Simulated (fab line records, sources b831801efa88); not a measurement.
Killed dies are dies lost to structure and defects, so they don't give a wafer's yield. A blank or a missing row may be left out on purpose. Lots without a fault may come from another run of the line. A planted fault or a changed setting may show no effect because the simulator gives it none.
Chamber matching | flow sky130 | SKY_FIELD_ISO_CVD_24 on hdpcvd-02: 3 sister chambers
The step deposits SiO2, target thk 595 nm, time 99.2 s. 14 wafers are shown with their chamber, then 7 later ones without.

WAFERS WITH THEIR CHAMBER
wafer  | chamber | run_length_s (s) | pressure_mtorr (mTorr)
L413.1 | 1       | 127.4            | 5.979
L413.3 | 2       | 127.3            | 6.012
L413.4 | 2       | 127.2            | 6.003
L414.2 | 2       | 128.0            | 6.003
L414.3 | 1       | 127.7            | 5.995
L414.4 | 0       | 127.2            | 5.995
L416.1 | 1       | 127.7            | 6.019
L416.5 | 1       | 127.6            | 6.009
L416.6 | 2       | 127.4            | 6.003
L417.3 | 1       | 127.6            | 6.010
L417.4 | 2       | 127.6            | 6.001
L417.5 | 0       | 128.2            | 6.011
L428.2 | 2       | 127.3            | 6.014
L428.4 | 1       | 127.5            | 6.008

SIGNATURES (means of the wafers above)
reading        | chamber 0 | chamber 1 | chamber 2 | scatter within a chamber
run_length_s   | 127.700   | 127.583   | 127.467   | 0.302
pressure_mtorr | 6.00300   | 6.00333   | 6.00600   | 0.0108
Rule: a wafer's distance from a chamber is the root of the sum, over the readings, of the square of ((its reading less the chamber's mean) divided by the reading's scatter). The wafer belongs to the nearest chamber; if the next one is less than 2 further off, it can't be placed. The scatter: the root of (the sum of the squares of (reading less its chamber's mean) over the shown wafers, divided by (wafers less chambers)).

WAFERS WITHOUT THEIR CHAMBER
wafer  | run_length_s (s) | pressure_mtorr (mTorr)
L428.6 | 127.6            | 6.000
L431.1 | 127.4            | 6.007
L431.2 | 127.4            | 6.022
L431.6 | 127.5            | 6.026
L433.3 | 127.5            | 5.986
L433.4 | 127.4            | 6.002
L433.5 | 127.5            | 6.007

WHICH CHAMBER EACH WENT THROUGH
wafer  | from the rows above          | in truth
L428.6 | can't be placed: 1 or 0 or 2 | 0
L431.1 | can't be placed: 2 or 1 or 0 | 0
L431.2 | can't be placed: 2 or 1 or 0 | 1
L431.6 | can't be placed: 2 or 1 or 0 | 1
L433.3 | can't be placed: 1 or 0 or 2 | 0
L433.4 | can't be placed: 2 or 1 or 0 | 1
L433.5 | can't be placed: 2 or 1 or 0 | 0
Placed correctly: 0 of 7. Can't be placed from these rows: 7 (the true chamber is among the candidates in 7). Placed wrongly: 0.
